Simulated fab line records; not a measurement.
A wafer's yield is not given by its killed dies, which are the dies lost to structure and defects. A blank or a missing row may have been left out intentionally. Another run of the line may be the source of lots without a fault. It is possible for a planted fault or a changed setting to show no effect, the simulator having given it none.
What tool caused it? / flow sky130 / Sampling: 13 lots, 39 wafers, 3 of 708 route steps

== WHAT THE GAUGES SHOWED, per wafer ==
SKY_VT_ADJUST_HVTP_TW_MEAS_11.
lot=L411; measured=day 6 21:18; on=filmMetro-03; VT_ADJUST_HVTP_TW=1363 1364 1365
lot=L412; measured=day 6 22:54; on=filmMetro-04; VT_ADJUST_HVTP_TW=1367 1372 1362
lot=L413; measured=day 7 04:43; on=filmMetro-04; VT_ADJUST_HVTP_TW=1378 1378 1368
lot=L415; measured=day 7 20:51; on=filmMetro-02; VT_ADJUST_HVTP_TW=1376 1369 1370
lot=L418; measured=day 8 09:08; on=filmMetro-04; VT_ADJUST_HVTP_TW=1356 1362 1361
lot=L417; measured=day 8 10:08; on=filmMetro-04; VT_ADJUST_HVTP_TW=1358 1359 1363
lot=L419; measured=day 8 13:49; on=filmMetro-03; VT_ADJUST_HVTP_TW=1369 1368 1363
lot=L424; measured=day 9 23:42; on=filmMetro-04; VT_ADJUST_HVTP_TW=1373 1369 1366
lot=L428; measured=day 11 02:24; on=filmMetro-03; VT_ADJUST_HVTP_TW=1362 1365 1353
lot=L429; measured=day 11 07:53; on=filmMetro-03; VT_ADJUST_HVTP_TW=1367 1363 1363
lot=L431; measured=day 11 23:01; on=filmMetro-04; VT_ADJUST_HVTP_TW=1369 1372 1369
lot=L432; measured=day 12 10:30; on=filmMetro-02; VT_ADJUST_HVTP_TW=1365 1369 1371
lot=L433; measured=day 12 17:33; on=filmMetro-03; VT_ADJUST_HVTP_TW=1374 1371 1373

SKY_VT_ADJUST_HVTR_OVL_MEAS_08.
lot=L411; measured=day 10 12:10; on=overlay-01; VT_ADJUST_HVTR_OVL (nm)=-0.6 -2.0 -0.8
lot=L412; measured=day 10 14:31; on=overlay-01; VT_ADJUST_HVTR_OVL (nm)=-2.7 -1.0 -1.4
lot=L413; measured=day 10 19:18; on=overlay-02; VT_ADJUST_HVTR_OVL (nm)=-2.0 -2.1 1.1
lot=L415; measured=day 11 15:00; on=overlay-02; VT_ADJUST_HVTR_OVL (nm)=1.7 -0.7 1.3
lot=L418; measured=day 12 06:51; on=overlay-01; VT_ADJUST_HVTR_OVL (nm)=-1.8 -0.8 -0.5
lot=L417; measured=day 12 07:52; on=overlay-01; VT_ADJUST_HVTR_OVL (nm)=-0.9 -0.3 -1.0
lot=L419; measured=day 12 10:30; on=overlay-01; VT_ADJUST_HVTR_OVL (nm)=-1.1 0.7 -0.2
lot=L424; measured=day 14 03:31; on=overlay-02; VT_ADJUST_HVTR_OVL (nm)=-0.2 -0.4 -1.6
lot=L428; measured=day 15 08:59; on=overlay-02; VT_ADJUST_HVTR_OVL (nm)=-1.0 -0.5 -0.8
lot=L429; measured=day 15 16:13; on=overlay-02; VT_ADJUST_HVTR_OVL (nm)=1.3 1.6 1.0
lot=L431; measured=day 16 08:31; on=overlay-02; VT_ADJUST_HVTR_OVL (nm)=-0.1 -0.9 -0.3
lot=L432; measured=day 16 21:29; on=overlay-01; VT_ADJUST_HVTR_OVL (nm)=2.0 -0.7 0.7
lot=L433; measured=day 17 05:01; on=overlay-02; VT_ADJUST_HVTR_OVL (nm)=-0.3 -1.3 -1.4

== WHICH TOOL RAN EACH LOT (tool, then ch and the chambers of the sampled wafers, then the start) ==
lot=L411; SKY_VT_ADJUST_NCORE_STRIP_10=plasmaAsher-03 ch 1, day 9 13:43
lot=L412; SKY_VT_ADJUST_NCORE_STRIP_10=plasmaAsher-02 ch 0,1, day 9 15:09
lot=L413; SKY_VT_ADJUST_NCORE_STRIP_10=plasmaAsher-03 ch 0,1, day 9 20:01
lot=L415; SKY_VT_ADJUST_NCORE_STRIP_10=plasmaAsher-02 ch 0,1, day 10 15:27
lot=L418; SKY_VT_ADJUST_NCORE_STRIP_10=plasmaAsher-03 ch 0,1, day 11 05:36
lot=L417; SKY_VT_ADJUST_NCORE_STRIP_10=plasmaAsher-04 ch 0,1, day 11 06:35
lot=L419; SKY_VT_ADJUST_NCORE_STRIP_10=plasmaAsher-04 ch 0,1, day 11 09:06
lot=L424; SKY_VT_ADJUST_NCORE_STRIP_10=plasmaAsher-04 ch 1, day 13 01:18
lot=L428; SKY_VT_ADJUST_NCORE_STRIP_10=plasmaAsher-02 ch 0,1, day 14 07:03
lot=L429; SKY_VT_ADJUST_NCORE_STRIP_10=plasmaAsher-02 ch 0,1, day 14 13:40
lot=L431; SKY_VT_ADJUST_NCORE_STRIP_10=plasmaAsher-04 ch 0,1, day 15 04:20
lot=L432; SKY_VT_ADJUST_NCORE_STRIP_10=plasmaAsher-02 ch 0,1, day 15 16:48
lot=L433; SKY_VT_ADJUST_NCORE_STRIP_10=plasmaAsher-02 ch 0,1, day 16 00:26
- SKY_VT_ADJUST_NCORE_STRIP_10: strips in O2/N2.

== AS READ BY THE TOOLS THEMSELVES (means over the sampled wafers that have a number; for cases with no such wafer, the mark the record gives instead) ==
SKY_VT_ADJUST_NCORE_STRIP_10.
lot=L411; tool=plasmaAsher-03; chamberPressureMTorr (mTorr)=1500.0; drypumpMotorCurrentA (A)=6.4; oesProductAu (a.u.)=0.712; stripTimeToEndpointS (s)=14.23
lot=L412; tool=plasmaAsher-02; chamberPressureMTorr (mTorr)=1500.4; drypumpMotorCurrentA (A)=5.4; oesProductAu (a.u.)=0.713; stripTimeToEndpointS (s)=14.18
lot=L413; tool=plasmaAsher-03; chamberPressureMTorr (mTorr)=1500.6; drypumpMotorCurrentA (A)=5.7; oesProductAu (a.u.)=0.715; stripTimeToEndpointS (s)=14.23
lot=L415; tool=plasmaAsher-02; chamberPressureMTorr (mTorr)=1500.1; drypumpMotorCurrentA (A)=5.4; oesProductAu (a.u.)=0.715; stripTimeToEndpointS (s)=14.22
lot=L418; tool=plasmaAsher-03; chamberPressureMTorr (mTorr)=1499.6; drypumpMotorCurrentA (A)=6.0; oesProductAu (a.u.)=0.717; stripTimeToEndpointS (s)=14.20
lot=L417; tool=plasmaAsher-04; chamberPressureMTorr (mTorr)=1500.9; drypumpMotorCurrentA (A)=5.6; oesProductAu (a.u.)=0.713; stripTimeToEndpointS (s)=14.20
lot=L419; tool=plasmaAsher-04; chamberPressureMTorr (mTorr)=1499.1; drypumpMotorCurrentA (A)=5.6; oesProductAu (a.u.)=0.716; stripTimeToEndpointS (s)=14.17
lot=L424; tool=plasmaAsher-04; chamberPressureMTorr (mTorr)=1499.5; drypumpMotorCurrentA (A)=5.6; oesProductAu (a.u.)=0.715; stripTimeToEndpointS (s)=14.21
lot=L428; tool=plasmaAsher-02; chamberPressureMTorr (mTorr)=1499.6; drypumpMotorCurrentA (A)=5.5; oesProductAu (a.u.)=0.716; stripTimeToEndpointS (s)=14.14
lot=L429; tool=plasmaAsher-02; chamberPressureMTorr (mTorr)=1499.7; drypumpMotorCurrentA (A)=5.4; oesProductAu (a.u.)=0.712; stripTimeToEndpointS (s)=14.26
lot=L431; tool=plasmaAsher-04; chamberPressureMTorr (mTorr)=1501.9; drypumpMotorCurrentA (A)=5.6; oesProductAu (a.u.)=0.720; stripTimeToEndpointS (s)=14.24
lot=L432; tool=plasmaAsher-02; chamberPressureMTorr (mTorr)=1498.7; drypumpMotorCurrentA (A)=5.5; oesProductAu (a.u.)=0.716; stripTimeToEndpointS (s)=14.13
lot=L433; tool=plasmaAsher-02; chamberPressureMTorr (mTorr)=1500.9; drypumpMotorCurrentA (A)=5.4; oesProductAu (a.u.)=0.715; stripTimeToEndpointS (s)=14.25

== THE ANSWER, worked out from the rows above alone ==
Rule: the usual values come from the lots themselves. Put in order of their means at a reading, lots are off if they are a third of the lots or fewer, leave a main group of 4 or more, and stand apart from it by a gap of 3 or more times the standard deviation of the main group's means; of several such gaps the widest counts. The tables above print the reading to a certain number of digits; a main group whose means all agree to those digits is not used. Also off: a lot with no number at a reading for which 4 or more lots have one. Where the step has rows for the other lots, those lots are counted as sound. After the gauges, taken in route order, come the tools' own readings; for these a lot's mean is taken, as printed above. The first step at which some lot is off is used, and at that step the reading that is off furthest; a lot without a number counts as furthest.
No lot is off at any reading shown: from this, nothing can be told.

== WHAT WAS PUT IN BY THE SIMULATOR ==
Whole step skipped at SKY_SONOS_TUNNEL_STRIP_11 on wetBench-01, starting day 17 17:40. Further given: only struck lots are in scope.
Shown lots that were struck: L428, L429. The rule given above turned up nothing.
